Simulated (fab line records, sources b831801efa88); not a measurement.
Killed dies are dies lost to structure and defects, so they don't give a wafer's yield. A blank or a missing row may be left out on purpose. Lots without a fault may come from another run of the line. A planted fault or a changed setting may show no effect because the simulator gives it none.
One fault seen from 2 desks | flow gf180mcu | each desk has only its own numbers; what lay behind them comes last

THE METROLOGY DESK
What the gauges read, lot by lot, whatever tool the lot ran on: means of the sampled wafers that have a number. A lot is out of limits, marked OUT, if its mean lies more than 4 standard deviations from the usual mean; the brackets give that distance.
Columns: A = CONTACT_CVD_02_THK at GF_CONTACT_THK_MEAS_03, usual 857 nm; B = CONTACT_OVL at GF_CONTACT_OVL_MEAS_15, usual 2 nm
lot  | first seen here | A             | B
L914 | day 15 02:48    | 867           | 6
L915 | day 15 11:07    | 862           | 5
L916 | day 15 22:16    | 869           | -5
L917 | day 16 03:02    | 863           | -1
L919 | day 16 23:59    | 863           | 11
L922 | day 18 05:26    | 861           | 13
L925 | day 19 05:34    | 565 (-24) OUT | 2
L926 | day 19 13:50    | 571 (-24) OUT | 4
L933 | day 21 22:09    | 861           | 11
L934 | day 22 08:53    | 852           | -2
L935 | day 22 14:32    | 853           | 7
L937 | day 23 03:05    | 860           | 0
L936 | day 23 07:43    | 842           | 2
This desk's finding: out of limits on L925, L926; first on L925, day 19 05:34 (CONTACT_CVD_02_THK at GF_CONTACT_THK_MEAS_03). In limits: L914, L915, L916, L917, L919, L922, L933, L934, L935, L937, L936.

THE TOOL OWNER'S DESK: pecvd-03
The tool's own readings at GF_CONTACT_CVD_02 (deposits SiO2 from TEOS, target thk 860 nm, time 95.992 s): means of the sampled wafers that have a number, for each lot that ran on this tool. A lot is out of limits, marked OUT, if its mean lies more than 4 standard deviations from the usual mean; the brackets give that distance.
Columns: A = heater_power_w at GF_CONTACT_CVD_02, usual 659 W
lot  | first seen here | A
L916 | day 15 22:10    | 624
L917 | day 16 02:57    | 684
L919 | day 16 23:54    | 626
L922 | day 18 05:20    | 644
L925 | day 19 05:29    | 635
L926 | day 19 13:47    | 683
L936 | day 23 07:39    | 708
This desk's finding: nothing out of limits on any of the 7 lots.

PUT TOGETHER
The metrology desk could have raised an alarm at day 19 05:34, on L925, L926.
The tool owner's desk saw nothing out of limits.
The tool owner's desk has L925, L926 on record, within its limits.
Of the lots named, all ran GF_CONTACT_CVD_02 on pecvd-03.

WHAT THE SIMULATOR HAD PUT IN
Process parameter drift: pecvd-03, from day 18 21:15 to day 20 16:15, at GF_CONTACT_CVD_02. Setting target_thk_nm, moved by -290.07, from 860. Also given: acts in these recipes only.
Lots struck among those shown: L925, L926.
Hours from the fault's start to each desk's first reading out of limits: the metrology desk, 8.
